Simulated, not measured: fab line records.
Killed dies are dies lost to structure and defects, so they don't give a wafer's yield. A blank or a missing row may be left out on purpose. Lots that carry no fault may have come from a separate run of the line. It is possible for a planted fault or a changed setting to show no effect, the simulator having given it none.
A lot that was struck, set against a sound lot | flow gf180mcu | 17 steps out of a route of 602
Sound: wafers L818.2, L818.4, L818.5. Struck: wafers L820.1, L820.2, L820.4. Last of all comes the cause.
At each step with rows: each side's tool, then ch and its chambers, then its first start. Under that, the readings that differ: sound wafers | struck wafers | difference of the means | sigmas: that difference in standard deviations of wafers without a fault.
alike: readings with means less than 2 such deviations apart, plus words and numbers identical on both sides. not compared: withheld readings, readings lacking a value on some wafer, bounds such as >300 that could conceal the same value, and numbers that have no deviation in the record and whose values overlap.
The two part at a step that has a row with sigmas, a row that says differs or no value, or rows on one side only. Numbers that don't overlap but have no deviation are shown without sigmas and don't part them. Lack of a reading on every wafer of one side parts them only where that side has two or more wafers.

first, 3 steps without rows for these wafers: GF_MVPSD_EXPOSE_04 (exposes mask MVPSD, target cd 1000 nm); GF_MVPSD_PEB_05; GF_MVPSD_DEVELOP_06 (develop time 60 s).
GF_MVPSD_OVL_MEAS_07:
  struck on overlay-02, day 7 19:34; sound on overlay-01, day 7 04:55
  alike: MVPSD_OVL
then, 2 steps without rows for these wafers: GF_MVPSD_IMPLANT_08; GF_MVPSD_IMPLANT_09.
GF_MVPSD_STRIP_10: strips in O2/N2.
  sound on plasma asher-03 ch 0, day 7 05:14; struck on plasma asher-03 ch 0,1, day 7 19:55
  alike: drypump motor current A, heater power w, oes product au, strip time to endpoint s
  not compared: rf hours counter h
GF_MVPSD_TW_MEAS_11:
  struck on film metro-04, day 7 20:01; sound on film metro-03, day 7 05:21
  alike: MVPSD_TW
then, 4 steps without rows for these wafers: GF_VT_IMPLANT_DEHYDRATE_00 (time 60 s); GF_VT_IMPLANT_HMDS_01 (prime time 60 s); GF_VT_IMPLANT_COAT_02 (resist thk 1000 nm); GF_VT_IMPLANT_SOFTBAKE_03 (time 60 s).
GF_VT_IMPLANT_EXPOSE_04: exposes mask LVPWELL LV AREA, target cd 600 nm.
  sound on iline stepper-01 ch 0, day 7 12:27; struck on iline stepper-01 ch 0, day 8 03:19
  reading                            | sound                         | struck               | difference | sigmas
  model.VT_IMPLANT.overlay x nm (nm) | -0.002738 -0.002738 -0.002738 | -106.9 -106.9 -106.9 | -106.9     |
  alike: mask
then, 2 steps without rows for these wafers: GF_VT_IMPLANT_PEB_05; GF_VT_IMPLANT_DEVELOP_06 (develop time 60 s).
GF_VT_IMPLANT_OVL_MEAS_07:
  struck on overlay-02, day 8 11:08; sound on overlay-01, day 7 20:01
  reading             | sound         | struck               | difference | sigmas
  VT_IMPLANT_OVL (nm) | 0.0 -1.4 -0.2 | -108.4 -107.7 -108.7 | -107.7     | -72
  not compared: hold
GF_PASSIVATION_PROBE_99:
  rows exist in the record for the sound wafers here (prober-01, day 31 15:33), none for the struck ones

## WHERE THEY PART
At GF_VT_IMPLANT_OVL_MEAS_07 first; at GF_PASSIVATION_PROBE_99 last (within this record only).

WHY: what the simulator had put in
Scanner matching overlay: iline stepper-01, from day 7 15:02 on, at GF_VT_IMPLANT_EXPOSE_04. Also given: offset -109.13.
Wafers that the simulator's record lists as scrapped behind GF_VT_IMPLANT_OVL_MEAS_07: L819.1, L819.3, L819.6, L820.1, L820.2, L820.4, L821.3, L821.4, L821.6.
